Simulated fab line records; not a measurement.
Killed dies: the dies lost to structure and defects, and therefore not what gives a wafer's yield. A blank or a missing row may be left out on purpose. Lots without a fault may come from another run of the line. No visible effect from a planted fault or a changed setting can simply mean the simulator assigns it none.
Chamber matching    flow gf180mcu    pecvd-02 running GF_V3_CVD_02: 3 sister chambers
The step deposits SiO2 from TEOS, target thk 850 nm, time 94.851 s. 6 wafers are shown with their chamber, then 8 later ones without.

== EACH WAFER AND ITS CHAMBER ==
wafer   chamber  heater_power_w (W)  heater_power_outer_w (W)
L087.4  1        691                 357
L087.6  2        704                 381
L088.2  1        641                 329
L088.3  0        621                 346
L088.4  0        490                 253
L093.1  2        716                 377

== WAFERS WHOSE CHAMBER IS MISSING ==
wafer   heater_power_w (W)  heater_power_outer_w (W)
L093.5  783                 426
L093.6  625                 311
L095.2  792                 436
L095.5  557                 309
L095.6  732                 383
L096.1  552                 314
L096.3  616                 303
L096.5  789                 440

== THE CHAMBER EACH PASSED THROUGH ==
wafer   from the rows above           in truth
L093.5  can't be placed: 2 or 1       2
L093.6  can't be placed: 1 or 0 or 2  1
L095.2  can't be placed: 2 or 1       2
L095.5  can't be placed: 0 or 1       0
L095.6  can't be placed: 2 or 1       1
L096.1  can't be placed: 0 or 1       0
L096.3  can't be placed: 0 or 1 or 2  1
L096.5  can't be placed: 2 or 1       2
0 of 8 placed correctly. Not placeable from these rows: 8 (in 8, the candidates include the true chamber). Number placed wrongly: 0.
How it was worked out, from the rows above alone: a wafer's distance from a chamber is the root of the sum, over the readings, of the square of ((its reading less the chamber's mean) divided by the reading's scatter). If the next closest chamber is less than 2 further off than the closest, the wafer can't be placed; otherwise it belongs to the closest. Each chamber's mean is taken over the wafers shown for it. How the scatter is found: for the shown wafers, subtract from each reading the mean of its chamber, square and add these, divide the total by (wafers less chambers), then take the root.
